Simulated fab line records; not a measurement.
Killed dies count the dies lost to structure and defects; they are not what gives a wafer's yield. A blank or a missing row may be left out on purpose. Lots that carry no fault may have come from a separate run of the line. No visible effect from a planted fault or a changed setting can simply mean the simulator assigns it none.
Code-filled problem report in 8D (eight disciplines) form    flow sky130    the parts of the form that need people (team, actions taken, sign-off) are left out

1. THE ISSUE
Mean of killed at front end at SKY_PAD_OPEN_PROBE_99: 420 across 3 wafers in 3 lots; on wafers with no fault it is 16 (standard deviation 4.5). That is +90 standard deviations from the usual mean.
First seen on wafer L657.1, day 49 21:14, on prober-01. Wafers with a number at this step in the record: 10, from 4 lots. Rule for "out" (also "out of limits"): further than 4 standard deviations from the usual mean. The rest of the wafers with a number are treated as sound.

2. WHAT IT IS, WHAT IT ISN'T
question                     is                                               is not
which readings at this step  killed at front end, killed dies, killed on rim  killed_at_M0_to_M3, killed at contacts, killed at other, killed open, killed short
which lots                   L657, L658, L660                                 L662
which wafers of those lots   L657.1, L658.1, L660.1                           L657.2, L657.4, L658.5, L660.5
read on which tools          prober-01, prober-02                             -
when                         from day 49 21:14                                up to then (0 sound wafers); but 7 sound wafers of L657, L658, L660, L662 came after

3. WHAT RULES OUT EACH SUSPECT
Counting: any tool at a process step up to the reading remains a suspect provided it ran every lot that is out. Sound lots after the first of them don't rule it out here, since some wafers of a struck lot are sound.
- litho track-03 at SKY_VT_ADJUST_PCH_DEVELOP_06 (develop time 60 s): kept. It ran every lot that is out, first L657 (day 15 18:00).
After counting, what remains is litho track-03 at SKY_VT_ADJUST_PCH_DEVELOP_06.

4. THE CAUSE (what the simulator had put in)
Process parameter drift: litho track-03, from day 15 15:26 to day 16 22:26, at SKY_VT_ADJUST_PCH_DEVELOP_06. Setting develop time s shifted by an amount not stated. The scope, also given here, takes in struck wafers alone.
Counting left only this tool.

5. THE EFFECT CHAIN, in route order
Each row: a reading whose mean over the struck wafers that have a number lies more than 3 standard deviations from the usual. Scope: only readings with a usual standard deviation given in the record; hours: median across lots of the time from each lot's start at the first step in this table that gives one to its start at this step; sigmas: change in usual standard deviations.
hours  step                   reading              usual  on struck wafers  change  sigmas
0      SKY_PAD_OPEN_PROBE_99  killed at front end  16     420               +404    +90
0      SKY_PAD_OPEN_PROBE_99  killed dies          87     492               +405    +41
0      SKY_PAD_OPEN_PROBE_99  killed on rim        17     96                +79     +21
Process steps it contains:
- SKY_PAD_OPEN_PROBE_99
Readings that are blank on the struck wafers while sound wafers have them: VT_ADJUST_PCH_OVL at SKY_VT_ADJUST_PCH_OVL_MEAS_07.

6. WHAT WOULD HAVE CAUGHT IT SOONER
First out-of-limits reading in this record: day 49 21:14, which is 822 hours after fault onset at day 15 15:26.
Between SKY_VT_ADJUST_PCH_DEVELOP_06 and SKY_PAD_OPEN_PROBE_99, SKY_VT_ADJUST_PCH_OVL_MEAS_07 gave no VT_ADJUST_PCH_OVL on the struck wafers, where sound wafers have one: a measuring or inspecting step that comes back empty is itself a sign.
Lots out: 3; all had begun SKY_VT_ADJUST_PCH_DEVELOP_06 on litho track-03 by day 49 21:14. Tool hold at that time: it would have spared none of them.
